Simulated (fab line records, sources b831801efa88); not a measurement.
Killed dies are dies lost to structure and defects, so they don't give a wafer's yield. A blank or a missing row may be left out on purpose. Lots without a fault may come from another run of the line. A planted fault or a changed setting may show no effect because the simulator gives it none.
Chamber matching | flow gf180mcu | GF_V4_CVD_02 on pecvd-02: 3 sister chambers
The step deposits SiO2 from TEOS, target thk 850 nm, time 94.851 s. 6 wafers are shown with their chamber, then 7 later ones without.

WAFERS WITH THEIR CHAMBER
wafer  | chamber | heater_power_w (W) | heater_power_outer_w (W)
L828.6 | 1       | 529                | 310
L829.1 | 0       | 894                | 514
L832.2 | 0       | 834                | 454
L832.4 | 2       | 753                | 416
L833.1 | 1       | 427                | 230
L833.4 | 2       | 817                | 467

WAFERS WITHOUT THEIR CHAMBER
wafer  | heater_power_w (W) | heater_power_outer_w (W)
L833.5 | 496                | 269
L837.4 | 429                | 221
L837.5 | 915                | 501
L837.6 | 808                | 465
L840.1 | 728                | 417
L840.4 | 790                | 448
L840.5 | 533                | 312

WHICH CHAMBER EACH WENT THROUGH
wafer  | from the rows above     | in truth
L833.5 | 1                       | 1
L837.4 | 1                       | 1
L837.5 | can't be placed: 0 or 2 | 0
L837.6 | can't be placed: 2 or 0 | 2
L840.1 | can't be placed: 2 or 0 | 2
L840.4 | can't be placed: 2 or 0 | 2
L840.5 | 1                       | 1
Placed correctly: 3 of 7. Can't be placed from these rows: 4 (the true chamber is among the candidates in 4). Placed wrongly: 0.
How it was worked out, from the rows above alone: a wafer's distance from a chamber is the root of the sum, over the readings, of the square of ((its reading less the chamber's mean) divided by the reading's scatter). The wafer belongs to the nearest chamber; if the next one is less than 2 further off, it can't be placed. A chamber's mean is the mean of its shown wafers. The scatter: the root of (the sum of the squares of (reading less its chamber's mean) over the shown wafers, divided by (wafers less chambers)).
